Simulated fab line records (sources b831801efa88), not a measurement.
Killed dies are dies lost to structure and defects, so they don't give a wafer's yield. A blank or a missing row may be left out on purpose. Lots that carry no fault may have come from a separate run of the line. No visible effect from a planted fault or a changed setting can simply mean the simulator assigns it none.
fab line records	flow sky130
record: lots: 7	wafers: 21	lastDay: 50
route steps=708 shown LI_CONTACT@375 LOCAL_INTERCONNECT@387 PAD_OPEN@708
lots with no fault: from the same line, run without faults
startH: the number of hours between the record's first day and the start of the first shown wafer of the lot	waitH: time in hours since the lot's previous step	" same as the row above	L1.1+2: several wafers, shown together as one row	- either no value or no given start	* or withheld: withheld	< > ~ a bound
route shown NAME@n: names a module that has steps shown in the file, with the first one's number in the route	usual: mean and standard deviation over wafers with no fault	same: alike in all rows	chamber/n: place in a boat	sites: each site's reading	_std_site: their standard deviation	_edge_site: mean of outer sites minus mean of inner sites	radiusMm: for every site, how far away it sits from the centre of the wafer	mask NAME#n: copy n	behind: the most recent tool/chamber to have shaped the wafer	hold: the reason the lot was held/the length of the hold in hours/how it ended	device: the n, p or np transistor that did not switch	end of line: tests of these same wafers at the route's end	step lacking rows: just its recipe	killed: dies that structure and defects cost at the first sort, which is not the same as the wafer's yield	map: shows each die of a wafer: x if killed, . if not, _ if none is there
set.NAME: the setting as run; set.NAME@STEP: as run at that earlier step	model.NAME: the simulator's own value behind a step, which no gauge read
a table for each step, a row for each wafer; lots at some steps of the route
services: from which hour (startH, from the record's first day; less than 0 if before it) a tool's chamber was out of use, for how many hours, and why
== steps ==
step: SKY_LI_CONTACT_OVL_MEAS_13
usual: LI_CONTACT_OVL: 2/5.1
lot.wafer	tool	chamber	startH	waitH	LI_CONTACT_OVL[nm]
L475.1	overlay-02	-	718.03	0.1	5
L475.4	"	-	"	"	1
L475.6	"	-	"	"	1
L478.1	overlay-01	-	727.91	0.1	4
L478.2	"	-	"	"	6
L478.6	"	-	"	"	5
L479.2	overlay-01	-	744.88	0.1	3
L479.4	"	-	"	"	-5
L479.5	"	-	"	"	6
L480.2	overlay-01	-	747.97	0.1	5
L480.5	"	-	"	"	2
L480.6	"	-	"	"	5
L481.1	overlay-02	-	751.36	0.1	-8
L481.2	"	-	"	"	-10
L481.6	"	-	"	"	-7
L484.2	overlay-01	-	771.53	0.1	5
L484.4	"	-	"	"	3
L484.5	"	-	"	"	3
L495.1	overlay-01	-	861.73	0.1	3
L495.3	"	-	"	"	5
L495.6	"	-	"	"	3
step: SKY_LI_CONTACT_ETCH_14
recipe: chemistry: N2/H2	target: BARC	ionEnergyEv: 200	sourceW: 500	biasW: 100	pressureMtorr: 30	n2FlowSccm: 100	h2FlowSccm: 200	stopOn: SiO2	timeS: 45.9	targetDepthA: 600
usual: drypumpMotorCurrentA: 5.9/0.45	oesProductAu: 0.854/0.0047	throttleValvePct: 13.224/0.0088
lot.wafer	tool	chamber	startH	waitH	drypumpMotorCurrentA	oesProductAu	rfHoursCounterH	throttleValvePct
L475.1	rieDiel-04	2	718.07	0.0	6.4	0.852	9	13.231
L475.4	"	1	"	"	6.1	0.850	12	13.211
L475.6	"	0	"	"	5.6	0.846	-	13.239
L478.1	rieDiel-03	2	727.95	0.0	6.6	0.857	11	13.246
L478.2	"	0	"	"	6.0	0.842	8	13.231
L478.6	"	0	"	"	6.0	0.854	-	13.228
L479.2	rieDiel-04	2	744.91	0.0	6.4	0.857	9	13.222
L479.4	"	0	"	"	5.6	0.861	8	13.216
L479.5	"	0	"	"	5.6	0.852	-	13.225
L480.2	rieDiel-04	3	748.00	0.0	5.3	0.849	14	13.216
L480.5	"	2	"	"	6.4	0.849	-	13.225
L480.6	"	1	"	"	6.1	0.850	-	13.239
L481.1	rieDiel-04	3	751.40	0.0	5.3	0.859	14	13.227
L481.2	"	0	"	"	5.6	0.855	8	13.234
L481.6	"	0	"	"	5.6	0.846	-	13.218
L484.2	rieDiel-01	0	771.56	0.0	5.9	0.853	35	13.228
L484.4	"	1	"	"	6.7	0.847	2	13.217
L484.5	"	2	"	"	6.5	0.852	-	13.240
L495.1	rieDiel-04	3	861.76	0.0	5.3	0.850	18	13.235
L495.3	"	0	"	"	5.6	0.855	12	13.216
L495.6	"	3	"	"	5.3	0.852	-	13.242
step: SKY_LI_CONTACT_ETCH_15
recipe: target: PSG	chemistry: C4F8/O2/Ar	stopOn: Si	taperDeg: 4.15	maskMaterial: KrF-thick	sourceW: 1500	biasW: 1200	pressureMtorr: 40	c4f8FlowSccm: withheld	O2_flow_sccm: 6	Ar_flow_sccm: 300	timeS: withheld	targetDepthA: 6000
step: SKY_LI_CONTACT_STRIP_16
recipe: chemistry: O2/N2	powerW: 1400	pressureMtorr: 1500	platenTempC: withheld	o2FlowSccm: 3000	n2FlowSccm: 300	overashFraction: 0.5
step: SKY_LI_CONTACT_CLEAN_17
recipe: chemistry: NMP	timeS: 600	tempC: 60	dry: n2Spin
step: SKY_LI_CONTACT_PRE_CLEAN_18
recipe: gas: Ar	timeS: 5.6	biasV: 358
step: SKY_LI_CONTACT_SPUTTER_19
recipe: material: Ti	targetThkNm: 20	chamberPressurePa: 5	powerW: 2500	substrateTempC: 200	timeS: 106.37
usual: cathodeDcPowerW: 2500.0/0.45	chamberPressurePa: 5.000/0.01	throttleValvePct: 29.8/1.2
lot.wafer	tool	chamber	startH	waitH	cathodeDcPowerW	chamberPressurePa	throttleValvePct
L475.1	pvdSputter-01	-	718.49	0.0	2500.1	4.999	28.0
L475.4	"	-	"	"	2499.8	5.007	28.3
L475.6	"	-	"	"	2500.2	4.996	30.3
L478.1	pvdSputter-04	-	728.39	0.0	2499.9	5.004	28.5
L478.2	"	-	"	"	2500.4	4.992	30.7
L478.6	"	-	"	"	2500.0	5.004	32.2
L479.2	pvdSputter-03	-	745.33	0.0	2500.4	4.995	29.8
L479.4	"	-	"	"	2500.5	5.011	29.6
L479.5	"	-	"	"	2500.3	4.994	29.7
L480.2	pvdSputter-03	-	748.44	0.0	2499.9	5.014	29.3
L480.5	"	-	"	"	2499.6	5.002	31.2
L480.6	"	-	"	"	2500.1	5.008	29.3
L481.1	pvdSputter-03	-	751.82	0.0	2499.5	5.007	28.5
L481.2	"	-	"	"	2499.8	5.001	29.5
L481.6	"	-	"	"	2499.9	4.987	29.2
L484.2	pvdSputter-01	-	771.98	0.0	2500.2	5.018	27.8
L484.4	"	-	"	"	2500.2	5.008	31.3
L484.5	"	-	"	"	2499.9	4.991	30.3
L495.1	pvdSputter-03	-	862.18	0.0	2500.4	4.993	29.6
L495.3	"	-	"	"	2500.1	5.019	28.5
L495.6	"	-	"	"	2500.6	4.988	28.6
step: SKY_LI_CONTACT_SPUTTER_20
recipe: material: TiN	targetThkNm: 20	chamberPressurePa: 5	powerW: 4000	timeS: 80
usual: cathodeDcPowerW: 4000.0/0.75	chamberPressurePa: 5.000/0.0097	throttleValvePct: 29.7/1.2
lot.wafer	tool	chamber	startH	waitH	cathodeDcPowerW	chamberPressurePa	throttleValvePct
L475.1	pvdSputter-01	-	718.57	0.0	4000.3	4.976	28.0
L475.4	"	-	"	"	3998.1	4.997	28.5
L475.6	"	-	"	"	4000.2	5.004	30.3
L478.1	pvdSputter-04	-	728.46	0.0	3999.7	4.993	28.3
L478.2	"	-	"	"	3999.8	5.032	30.4
L478.6	"	-	"	"	3999.6	5.010	32.1
L479.2	pvdSputter-03	-	745.40	0.0	3998.7	4.999	29.8
L479.4	"	-	"	"	3999.4	5.006	29.7
L479.5	"	-	"	"	4000.1	4.999	29.6
L480.2	pvdSputter-03	-	748.51	0.0	3999.9	4.998	29.5
L480.5	"	-	"	"	3998.1	5.010	31.2
L480.6	"	-	"	"	4000.5	4.990	29.5
L481.1	pvdSputter-03	-	751.90	0.0	4000.2	4.997	28.5
L481.2	"	-	"	"	4000.0	5.002	29.6
L481.6	"	-	"	"	4000.3	5.003	29.5
L484.2	pvdSputter-01	-	772.06	0.0	3999.9	5.006	27.8
L484.4	"	-	"	"	3999.8	4.991	31.1
L484.5	"	-	"	"	3999.9	4.992	30.4
L495.1	pvdSputter-03	-	862.26	0.0	3999.8	4.997	29.5
L495.3	"	-	"	"	3999.6	5.002	28.5
L495.6	"	-	"	"	4000.4	5.014	28.5
step: SKY_LI_CONTACT_CVD_21
recipe: material: W	targetThkNm: 400	timeS: 120.56	tempC: 400	pressureTorr: 40
usual: heaterPowerW: 830/41
lot.wafer	tool	chamber	startH	waitH	heaterPowerW
L475.1	cvdW-02	1	718.63	0.0	819
L475.4	"	1	"	"	857
L475.6	"	0	"	"	764
L478.1	cvdW-01	0	728.52	0.0	831
L478.2	"	1	"	"	856
L478.6	"	1	"	"	856
L479.2	cvdW-02	1	745.47	0.0	849
L479.4	"	0	"	"	751
L479.5	"	0	"	"	745
L480.2	cvdW-02	1	748.57	0.0	857
L480.5	"	1	"	"	841
L480.6	"	0	"	"	752
L481.1	cvdW-01	0	751.96	0.0	844
L481.2	"	1	"	"	875
L481.6	"	1	"	"	855
L484.2	cvdW-01	1	772.12	0.0	858
L484.4	"	0	"	"	841
L484.5	"	1	"	"	851
L495.1	cvdW-01	1	862.32	0.0	860
L495.3	"	1	"	"	873
L495.6	"	0	"	"	850
step: SKY_LI_CONTACT_RS_MEAS_22
recipe: thkMeasGauge: four-point-probe	reads: W_of_LI_CONTACT_CVD_21+TiN_of_LI_CONTACT_SPUTTER_20+Ti_of_LI_CONTACT_SPUTTER_19
usual: LI_CONTACT_W_RS: 0.282/0.0032
lot.wafer	tool	chamber	startH	waitH	LI_CONTACT_W_RS[ohm/sq]
L475.1	filmMetro-04	-	718.75	0.1	0.282
L475.4	"	-	"	"	0.284
L475.6	"	-	"	"	0.276
L478.1	filmMetro-03	-	728.65	0.1	0.281
L478.2	"	-	"	"	0.286
L478.6	"	-	"	"	0.285
L479.2	filmMetro-01	-	745.61	0.1	0.283
L479.4	"	-	"	"	0.278
L479.5	"	-	"	"	0.281
L480.2	filmMetro-03	-	748.72	0.1	0.283
L480.5	"	-	"	"	0.282
L480.6	"	-	"	"	0.281
L481.1	filmMetro-03	-	752.08	0.1	0.281
L481.2	"	-	"	"	0.278
L481.6	"	-	"	"	0.279
L484.2	filmMetro-03	-	772.27	0.1	0.283
L484.4	"	-	"	"	0.282
L484.5	"	-	"	"	0.280
L495.1	filmMetro-04	-	862.45	0.1	0.287
L495.3	"	-	"	"	0.286
L495.6	"	-	"	"	0.281
step: SKY_LI_CONTACT_THK_MEAS_23
recipe: thkMeasGauge: xrf	reads: W_of_LI_CONTACT_CVD_21
usual: LI_CONTACT_W_THK: 414/6.8
lot.wafer	tool	chamber	startH	waitH	LI_CONTACT_W_THK[nm]
L475.1	filmMetro-04	-	718.87	0.1	414
L475.4	"	-	"	"	407
L475.6	"	-	"	"	425
L478.1	filmMetro-03	-	728.77	0.1	423
L478.2	"	-	"	"	412
L478.6	"	-	"	"	416
L479.2	filmMetro-01	-	745.72	0.1	407
L479.4	"	-	"	"	412
L479.5	"	-	"	"	407
L480.2	filmMetro-03	-	748.83	0.1	414
L480.5	"	-	"	"	418
L480.6	"	-	"	"	420
L481.1	filmMetro-03	-	752.20	0.1	417
L481.2	"	-	"	"	422
L481.6	"	-	"	"	426
L484.2	filmMetro-03	-	772.38	0.1	416
L484.4	"	-	"	"	417
L484.5	"	-	"	"	420
L495.1	filmMetro-04	-	862.57	0.1	408
L495.3	"	-	"	"	411
L495.6	"	-	"	"	419
step: SKY_LI_CONTACT_CMP_24
recipe: stopOn: PSG	tOverpolishS: 20	downForcePsi: 3.5	platenRpm: 60	targetThkNm: 0	padVelocityMS: 0.94248
usual: headPressurePsi: 3.500/0.0072	motorCurrentA: 11.1/1.2	overpolishRunS: 20.000/0.0092	timeToEndpointS: 98/3.5
lot.wafer	tool	chamber	startH	waitH	headPressurePsi	motorCurrentA	overpolishRunS	timeToEndpointS
L475.4	cmp-02	2	718.98	0.1	3.496	11.1	19.987	100
L475.1	"	3	"	"	3.499	12.0	19.988	103
L475.6	"	1	"	"	3.497	12.4	20.011	99
L478.2	cmp-02	3	728.88	0.1	3.510	11.8	20.001	100
L478.1	"	1	"	"	3.508	12.9	19.993	94
L478.6	"	3	"	"	3.499	11.0	20.002	102
L479.2	cmp-01	1	745.77	0.0	3.508	10.6	19.995	94
L479.4	"	2	"	"	3.508	11.2	20.005	99
L479.5	"	1	"	"	3.496	11.3	20.003	94
L480.2	cmp-01	0	748.93	0.1	3.502	13.1	20.004	95
L480.6	"	3	"	"	3.494	8.9	19.993	96
L480.5	"	0	"	"	3.499	12.6	19.996	96
L481.2	cmp-02	3	752.36	0.1	3.496	11.4	19.990	104
L481.1	"	0	"	"	3.497	9.5	19.979	98
L481.6	"	1	"	"	3.500	11.6	19.991	103
L484.4	cmp-02	2	772.43	0.0	3.501	11.1	19.998	99
L484.2	"	3	"	"	3.497	11.9	20.002	106
L484.5	"	3	"	"	3.505	11.7	19.994	103
L495.3	cmp-02	1	863.02	0.4	3.495	12.0	20.000	96
L495.1	"	2	"	"	3.497	11.5	20.011	95
L495.6	"	0	"	"	3.500	10.2	19.997	98
step: SKY_LOCAL_INTERCONNECT_SPUTTER_00
recipe: material: TiN	targetThkNm: 100	tempC: 300	powerW: 6500	timeS: 83.3	chamberPressurePa: 0.4
usual: cathodeDcPowerW: 6499.9/1.2	chamberPressurePa: 0.3999/0.00082	throttleValvePct: 29.7/1.5
lot.wafer	tool	chamber	startH	waitH	cathodeDcPowerW	chamberPressurePa	throttleValvePct
L475.1	pvdSputter-01	-	719.23	0.1	6499.9	0.4006	27.8
L475.4	"	-	"	"	6501.2	0.4000	30.1
L475.6	"	-	"	"	6500.0	0.3993	30.4
L478.1	pvdSputter-01	-	729.13	0.1	-	-	-
L478.2	"	-	"	"	-	-	-
L478.6	"	-	"	"	-	-	-
L479.2	pvdSputter-04	-	746.07	0.2	-	-	-
L479.4	"	-	"	"	-	-	-
L479.5	"	-	"	"	-	-	-
L480.2	pvdSputter-01	-	749.18	0.2	-	-	-
L480.5	"	-	"	"	-	-	-
L480.6	"	-	"	"	-	-	-
L481.1	pvdSputter-02	-	752.56	0.1	6500.6	0.3990	30.5
L481.2	"	-	"	"	6500.7	0.3998	31.3
L481.6	"	-	"	"	6501.5	0.4002	31.5
L484.2	pvdSputter-02	-	772.73	0.2	6500.5	0.3993	30.7
L484.4	"	-	"	"	6501.8	0.4006	31.5
L484.5	"	-	"	"	6502.8	0.3998	31.3
L495.1	pvdSputter-01	-	863.22	0.1	6501.2	0.4001	28.1
L495.3	"	-	"	"	6501.9	0.4005	31.2
L495.6	"	-	"	"	6500.9	0.4013	27.7
step: SKY_LOCAL_INTERCONNECT_RS_MEAS_01
recipe: thkMeasGauge: four-point-probe	reads: TiN_of_LOCAL_INTERCONNECT_SPUTTER_00
usual: LOCAL_INTERCONNECT_TIN_RS: 14.10/0.18
lot.wafer	tool	chamber	startH	waitH	hold	LOCAL_INTERCONNECT_TIN_RS[ohm/sq]
L475.1	filmMetro-04	-	719.30	0.0	-	14.03
L475.4	"	-	"	"	-	14.16
L475.6	"	-	"	"	-	13.97
L478.1	filmMetro-02	-	729.19	0.0	awaitDispo/0.2h/release	-
L478.2	"	-	"	"	awaitDispo/0.2h/release	-
L478.6	"	-	"	"	awaitDispo/0.2h/release	-
L478.1	filmMetro-02	-	729.48	0.3	-	-
L478.2	"	-	"	"	-	-
L478.6	"	-	"	"	-	-
L479.2	filmMetro-02	-	746.15	0.1	awaitDispo/0.2h/release	-
L479.4	"	-	"	"	awaitDispo/0.2h/release	-
L479.5	"	-	"	"	awaitDispo/0.2h/release	-
L479.2	filmMetro-02	-	746.44	0.3	-	-
L479.4	"	-	"	"	-	-
L479.5	"	-	"	"	-	-
L480.2	filmMetro-02	-	749.26	0.1	awaitDispo/0.2h/release	-
L480.5	"	-	"	"	awaitDispo/0.2h/release	-
L480.6	"	-	"	"	awaitDispo/0.2h/release	-
L480.2	filmMetro-02	-	749.55	0.3	-	-
L480.5	"	-	"	"	-	-
L480.6	"	-	"	"	-	-
L481.1	filmMetro-03	-	752.63	0.0	-	14.30
L481.2	"	-	"	"	-	14.22
L481.6	"	-	"	"	-	14.21
L484.2	filmMetro-02	-	772.81	0.1	-	14.37
L484.4	"	-	"	"	-	14.21
L484.5	"	-	"	"	-	14.20
L495.1	filmMetro-04	-	863.29	0.0	-	14.20
L495.3	"	-	"	"	-	14.12
L495.6	"	-	"	"	-	14.19
step: SKY_PAD_OPEN_PROBE_99
usual: defectLimitedYield: 82.5/1.8	killed_at_M0_to_M3: 44/7.1	killed_at_M4_up: 3.0/1.9	killedAtContacts: 25/5.6	killedAtFrontEnd: 14/4.1	killedAtOther: 0.2/0.44	killedDies: 86/9.1	killedOpen: 47/7.4	killedShort: 39/5.7	sort_bin_3_pad_short: 0.9/0.37	sort_bin_5_function: 10.3/1.6	sort_bin_6_memory: 6.3/1.1	sortNPass: 406/9.1	sortYieldPct: 82.5/1.8
same: grossDies: 492	killedAtBackSide: 0	sort_bin_4_leakage[%]: 0	sort_bin_8_speed[%]: 0
lot.wafer	tool	chamber	startH	waitH	defectLimitedYield[%]	killed_at_M0_to_M3	killed_at_M4_up	killedAtContacts	killedAtFrontEnd	killedAtOther	killedDies	killedOpen	killedShort	sort_bin_3_pad_short[%]	sort_bin_5_function[%]	sort_bin_6_memory[%]	sortNPass	sortYieldPct[%]
L475.1	prober-01	-	1102.34	0.1	84.8	36	1	23	15	0	75	43	32	1.0	9.3	4.9	417	84.8
L475.4	prober-01	-	1102.49	0.2	83.3	45	0	21	15	1	82	42	40	0.8	7.9	7.9	410	83.3
L475.6	prober-01	-	1102.59	0.2	79.3	63	5	26	7	1	102	61	41	1.0	10.0	9.8	390	79.3
L481.1	prober-01	-	1127.11	0.1	84.8	29	4	32	10	0	75	50	25	0.6	9.8	4.9	417	84.8
L481.2	prober-01	-	1127.16	0.1	81.9	39	7	20	22	1	89	50	39	0.8	10.8	6.5	403	81.9
L481.6	prober-01	-	1127.36	0.2	81.1	45	3	29	16	0	93	46	43	1.2	10.4	7.3	399	81.1
killed by level:class
L475.1 VIA1:geometricParticle:open=8 VIA3:geometricParticle:open=8 CONTACT:geometricParticle:open=7 LOCAL_INTERCONNECT:geometricParticle:short=6 VIA2:geometricParticle:open=6 FIELD_ISO:geometricParticle:short=5 LI_CONTACT:geometricParticle:open=5 FIELD_ISO:geometricParticle:open=4
L475.4 VIA1:geometricParticle:open=10 LI_CONTACT:geometricParticle:open=8 VIA3:geometricParticle:open=7 METAL1:geometricParticle:short=6 VIA2:geometricParticle:short=6 POLY_GATE:geometricParticle:short=5 METAL2:geometricParticle:short=5 FIELD_ISO:geometricParticle:open=4
L475.6 VIA1:geometricParticle:open=17 CONTACT:geometricParticle:open=11 LI_CONTACT:geometricParticle:open=9 VIA3:geometricParticle:open=8 VIA1:geometricParticle:short=8 METAL2:geometricParticle:short=6 VIA2:geometricParticle:open=6 METAL1:geometricParticle:short=5
L481.1 CONTACT:geometricParticle:open=14 VIA1:geometricParticle:open=10 LI_CONTACT:geometricParticle:open=9 LOCAL_INTERCONNECT:geometricParticle:short=4 VIA2:geometricParticle:open=4 FIELD_ISO:geometricParticle:short=3 FIELD_ISO:geometricParticle:open=3 CONTACT:geometricParticle:short=3
L481.2 VIA1:geometricParticle:open=10 CONTACT:geometricParticle:open=9 VIA3:geometricParticle:open=9 FIELD_ISO:geometricParticle:open=6 CONTACT:geometricParticle:short=6 FIELD_ISO:geometricParticle:short=5 METAL4:geometricParticle:short=5 POLY_GATE:geometricParticle:short=4
L481.6 CONTACT:geometricParticle:open=8 METAL1:geometricParticle:short=8 VIA3:geometricParticle:open=8 VIA1:geometricParticle:open=8 LOCAL_INTERCONNECT:geometricParticle:short=7 VIA2:geometricParticle:open=7 CONTACT:geometricParticle:short=6 POLY_GATE:geometricParticle:open=4
== services ==
tool	chamber	startH	hours	kind
cvdW-01	-	702.36	0.7	repair
cvdW-02	-	702.91	0.8	repair
cvdW-01	-	704.64	2.8	pm
rieDiel-04	0	710.63	5.5	repair
pvdSputter-04	-	711.92	13.0	repair
cmp-02	-	720.89	0.9	repair
cmp-01	-	724.00	9.1	pm
cvdW-01	1	731.79	11.5	repair
cmp-02	-	744.34	4.0	pm
cvdW-01	1	744.96	3.1	repair
pvdSputter-04	-	771.44	3.4	repair
cmp-01	-	771.98	0.6	repair
pvdSputter-01	-	782.32	7.8	repair
cmp-02	-	783.56	4.6	pm
pvdSputter-04	-	783.80	4.6	repair
cmp-01	-	787.74	0.5	repair
cmp-02	-	788.29	11.5	pm
rieDiel-04	3	794.43	4.7	repair
pvdSputter-04	-	814.13	1.9	repair
cmp-02	-	823.24	1.2	repair
pvdSputter-03	-	846.57	15.1	repair
cmp-01	-	850.40	16.3	repair
pvdSputter-03	-	854.84	0.6	repair
cvdW-02	-	862.06	4.0	repair
== key ==
firstSign: step: SKY_LOCAL_INTERCONNECT_SPUTTER_00	reading: toolRecord	direction: missing
effect: step: SKY_LOCAL_INTERCONNECT_RS_MEAS_01	reading: visit	direction: added
metAt SKY_LOCAL_INTERCONNECT_SPUTTER_00
struckWafers L478.1,L478.2,L478.6,L479.2,L479.4,L479.5,L480.2,L480.5,L480.6
scrappedBehind SKY_LOCAL_INTERCONNECT_RS_MEAS_01 L478.1,L478.2,L478.6,L479.2,L479.4,L479.5,L480.2,L480.5,L480.6
loopTrim: step: SKY_LI_CONTACT_EXPOSE_09	setting: dose	lots: L479,L480
onsetBetween 719.23 729.13
fault: kind: skippedStepWhole	tool: pvdSputter-01,pvdSputter-04	chamber: -	onsetH: 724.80	steps: SKY_LOCAL_INTERCONNECT_SPUTTER_00	scope: struckLotsOnly
loopTrim: a control loop set the setting to another value than it would have without faults
